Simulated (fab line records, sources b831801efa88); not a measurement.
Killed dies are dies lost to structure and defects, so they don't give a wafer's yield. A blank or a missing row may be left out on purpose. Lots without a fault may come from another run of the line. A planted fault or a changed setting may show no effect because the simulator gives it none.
One fault seen from 2 desks | flow sky130 | each desk has only its own numbers; what lay behind them comes last

THE TOOL OWNER'S DESK: litho_track-02
The tool's own readings at SKY_SONOS_TUNNEL_DEVELOP_06 (develop time 60 s): means of the sampled wafers that have a number, for each lot that ran on this tool. A lot is out of limits, marked OUT, if its mean lies more than 4 standard deviations from the usual mean; the brackets give that distance.
Columns: A = chill_plate_temp_C at SKY_SONOS_TUNNEL_DEVELOP_06, usual 23.00 C
lot  | first seen here | A
L483 | day 11 08:51    | 23.00
L484 | day 12 00:23    | 23.09
L488 | day 13 07:23    | 23.03
L492 | day 14 17:54    | 23.15
L496 | day 16 06:15    | 22.97
This desk's finding: nothing out of limits on any of the 5 lots.

THE METROLOGY DESK
What the gauges read, lot by lot, whatever tool the lot ran on: means of the sampled wafers that have a number. A lot is out of limits, marked OUT, if its mean lies more than 4 standard deviations from the usual mean; the brackets give that distance.
Columns: A = cd_nm at SKY_SONOS_TUNNEL_CD_MEAS_07, usual 410.8 nm; B = SONOS_ONO_CVD_04_THK at SKY_SONOS_ONO_THK_MEAS_05, usual 5.71 nm; C = GATE_OXIDE_TW at SKY_GATE_OXIDE_TW_MEAS_14, usual 226.9
lot  | first seen here | A                | B    | C
L482 | day 11 08:31    | 407.7            | 5.51 | 226.3
L483 | day 11 08:59    | 411.3            | 5.70 | 230.4
L484 | day 12 00:31    | 411.1            | 5.71 | 226.6
L488 | day 13 07:32    | 411.4            | 5.53 | 229.5
L492 | day 14 18:02    | 395.3 (-8.2) OUT | 5.84 | 223.9
L493 | day 14 20:55    | 409.4            | 5.72 | 229.3
L495 | day 15 20:10    | 409.1            | 5.90 | 229.4
L496 | day 16 06:23    | 398.2 (-6.6) OUT | 5.76 | 224.2
L498 | day 16 20:33    | 412.8            | 5.71 | 224.6
L503 | day 18 10:35    | 411.5            | 5.69 | 226.9
L505 | day 19 03:32    | 409.0            | 5.70 | 229.5
L504 | day 19 05:34    | 409.4            | 5.70 | 229.2
This desk's finding: out of limits on L492, L496; first on L492, day 14 18:02 (cd_nm at SKY_SONOS_TUNNEL_CD_MEAS_07). In limits: L482, L483, L484, L488, L493, L495, L498, L503, L505, L504.

PUT TOGETHER
The metrology desk could have raised an alarm at day 14 18:02, on L492, L496.
The tool owner's desk saw nothing out of limits.
The tool owner's desk has L492, L496 on record, within its limits.
Of the lots named, all ran SKY_SONOS_TUNNEL_DEVELOP_06 on litho_track-02.

WHAT THE SIMULATOR HAD PUT IN
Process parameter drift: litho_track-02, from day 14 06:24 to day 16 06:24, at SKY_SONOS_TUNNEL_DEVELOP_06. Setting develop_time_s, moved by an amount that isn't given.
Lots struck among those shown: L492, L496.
Hours from the fault's start to each desk's first reading out of limits: the metrology desk, 12.
